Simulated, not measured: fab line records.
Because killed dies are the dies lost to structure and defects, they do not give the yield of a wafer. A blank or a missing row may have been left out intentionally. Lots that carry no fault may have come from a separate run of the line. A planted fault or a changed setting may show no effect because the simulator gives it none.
2 desks looking at one fault | flow gf180mcu | each desk holds nothing but its own numbers, with what lay behind them at the end

TOOL OWNER'S DESK, implanter-01
The tool's own readings at GF_DNWELL_IMPLANT_07: means of the sampled wafers that have a number, for each lot that ran on this tool. If a lot's mean is further than 4 standard deviations from the usual mean, the lot is out of limits and carries the mark OUT (the distance appears in the brackets).
Columns: A = dose_ions_cm2 at GF_DNWELL_IMPLANT_07, usual 9.999e+12; B = faraday_current_uA at GF_DNWELL_IMPLANT_07, usual 56.4
lot  | first seen here | A                           | B
L684 | day 3 06:14     | 9.995e+12                   | 57.3
L686 | day 3 15:44     | 1.000e+13                   | 56.3
L687 | day 3 22:45     | 1.000e+13                   | 56.8
L688 | day 4 03:01     | 1.001e+13                   | 55.3
L696 | day 5 22:01     | 5.057e+12 (-99 or more) OUT | 28.5 (-25) OUT
L697 | day 6 03:30     | 5.059e+12 (-99 or more) OUT | 28.5 (-25) OUT
This desk's finding: out of limits on L696, L697; first on L696, day 5 22:01 (dose_ions_cm2 at GF_DNWELL_IMPLANT_07). In limits: L684, L686, L687, L688.

AT THE METROLOGY DESK
Means of the sampled wafers that have a number, per lot and without regard to the tool the lot ran on: this is what the gauges read. If a lot's mean is further than 4 standard deviations from the usual mean, the lot is out of limits and carries the mark OUT (the distance appears in the brackets).
Columns: A = DNWELL_TW at GF_DNWELL_TW_MEAS_09, usual 1342; B = LVPWELL_OVL at GF_LVPWELL_OVL_MEAS_07, usual -0.2 nm; C = MVSD_OVL at GF_MVSD_OVL_MEAS_07, usual 0.5 nm
lot  | first seen here | A              | B    | C
L682 | day 2 21:02     | 1343           | -2.2 | 0.2
L683 | day 3 00:52     | 1325           | -1.9 | -1.2
L684 | day 3 06:29     | 1352           | -3.2 | 0.5
L685 | day 3 11:29     | 1332           | 2.0  | 0.0
L686 | day 3 15:57     | 1329           | -2.1 | -0.2
L687 | day 3 22:59     | 1371           | -0.0 | 1.3
L688 | day 4 03:16     | 1347           | 0.4  | 0.0
L696 | day 5 22:16     | 1077 (-26) OUT | 1.2  | 1.5
L697 | day 6 03:44     | 1086 (-26) OUT | 1.2  | 0.9
L699 | day 6 14:08     | 1350           | -1.7 | -0.4
L700 | day 6 19:43     | 1337           | 0.2  | 1.3
L704 | day 7 17:23     | 1341           | -1.4 | -0.7
This desk's result: L696, L697 out of limits, first on L696 (DNWELL_TW at GF_DNWELL_TW_MEAS_09), day 5 22:16. In limits: L682, L683, L684, L685, L686, L687, L688, L699, L700, L704.

ALL TOGETHER
The tool owner's desk had the chance to raise an alarm at day 5 22:01 on L696, L697.
Metrology desk: alarm possible at day 5 22:16 on L696, L697.
Every lot named ran GF_DNWELL_IMPLANT_07 on implanter-01.

WHAT THE SIMULATOR HAD PUT IN
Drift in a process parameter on implanter-01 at GF_DNWELL_IMPLANT_07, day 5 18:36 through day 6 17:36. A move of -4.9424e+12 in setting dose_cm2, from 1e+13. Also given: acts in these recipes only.
Lots struck among those shown: L696, L697.
Hours from the fault's start to each desk's first reading out of limits: the tool owner's desk, 3; the metrology desk, 4.
